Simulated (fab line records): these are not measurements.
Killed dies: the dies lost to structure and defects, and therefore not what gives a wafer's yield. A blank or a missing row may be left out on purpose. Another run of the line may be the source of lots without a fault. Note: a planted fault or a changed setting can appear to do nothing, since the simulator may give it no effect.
What tool caused it?    flow gf180mcu    33 wafers from 11 lots sampled at 3 of the route's 602 steps

== WHAT THE GAUGES READ, wafer by wafer ==
GF_V3_RS_MEAS_24: measurement is done with a four-point probe.
lot   measured      on             V3_W_RS (ohm/sq)
L398  day 22 23:12  film-metro-01  0.321 0.320 0.318
L399  day 23 13:55  film-metro-02  0.334 0.329 0.329
L403  day 25 00:43  film-metro-02  0.326 0.326 0.329
L404  day 25 06:54  film-metro-01  0.332 0.328 0.328
L405  day 25 07:53  film-metro-02  0.322 0.322 0.326
L407  day 26 05:23  film-metro-02  0.328 0.326 0.328
L408  day 26 11:02  film-metro-02  0.327 0.325 0.328
L409  day 26 14:47  film-metro-01  0.400 0.396 0.395
L410  day 26 22:08  film-metro-02  0.389 0.394 0.392
L419  day 29 15:27  film-metro-02  0.322 0.329 0.326
L420  day 29 21:37  film-metro-04  0.332 0.330 0.325

== WHICH TOOL RAN EACH LOT (tool, then ch and the chambers of the sampled wafers, then the start) ==
lot   GF_V3_SPUTTER_22              GF_V3_CVD_23
L398  pvd-sputter-01, day 22 23:03  cvd-w-01 ch 0,1, day 22 23:05
L399  pvd-sputter-04, day 23 13:45  cvd-w-02 ch 0,1, day 23 13:47
L403  pvd-sputter-01, day 25 00:34  cvd-w-01 ch 0,1, day 25 00:37
L404  pvd-sputter-04, day 25 06:45  cvd-w-02 ch 0,1, day 25 06:47
L405  pvd-sputter-01, day 25 07:42  cvd-w-01 ch 0,1, day 25 07:46
L407  pvd-sputter-04, day 26 05:12  cvd-w-02 ch 0,1, day 26 05:17
L408  pvd-sputter-02, day 26 10:50  cvd-w-02 ch 0,1, day 26 10:54
L409  pvd-sputter-01, day 26 14:38  cvd-w-02 ch 0,1, day 26 14:40
L410  pvd-sputter-04, day 26 21:58  cvd-w-02 ch 0,1, day 26 21:59
L419  pvd-sputter-04, day 29 15:18  cvd-w-01 ch 0,1, day 29 15:20
L420  pvd-sputter-02, day 29 21:25  cvd-w-02 ch 0,1, day 29 21:29
- GF_V3_SPUTTER_22: material TiN, target thk 10 nm, time 40 s.
- GF_V3_CVD_23: deposits W, target thk 350 nm, time 104.9 s.

== THE ANSWER, worked out from the rows above alone ==
Rule: the usual values come from the lots themselves. The widest of any qualifying gaps counts: lots, ordered by their means at a reading, are off when they make up no more than a third of the lots, leave a main group of 4 or more, and stand apart from it by 3 or more times the standard deviation of that group's means. A main group whose means are all the same, to the digits that the tables above print for the reading, isn't used. A lot without any number at a reading at which 4 lots or more have one is off too. All remaining lots with rows at the step are treated as sound.
Off: at GF_V3_RS_MEAS_24 (V3_W_RS), L409, L410. For the main group the mean is 0.327 ohm/sq and the standard deviation 0.0032.
If a tool, at a process step before that reading, ran all the lots that are off and no sound lot after the first of them, it fits. The gauges at GF_V3_RS_MEAS_24 are tried like those tools. Not one of the candidates tried fits.

== WHAT THE SIMULATOR HAD INSERTED ==
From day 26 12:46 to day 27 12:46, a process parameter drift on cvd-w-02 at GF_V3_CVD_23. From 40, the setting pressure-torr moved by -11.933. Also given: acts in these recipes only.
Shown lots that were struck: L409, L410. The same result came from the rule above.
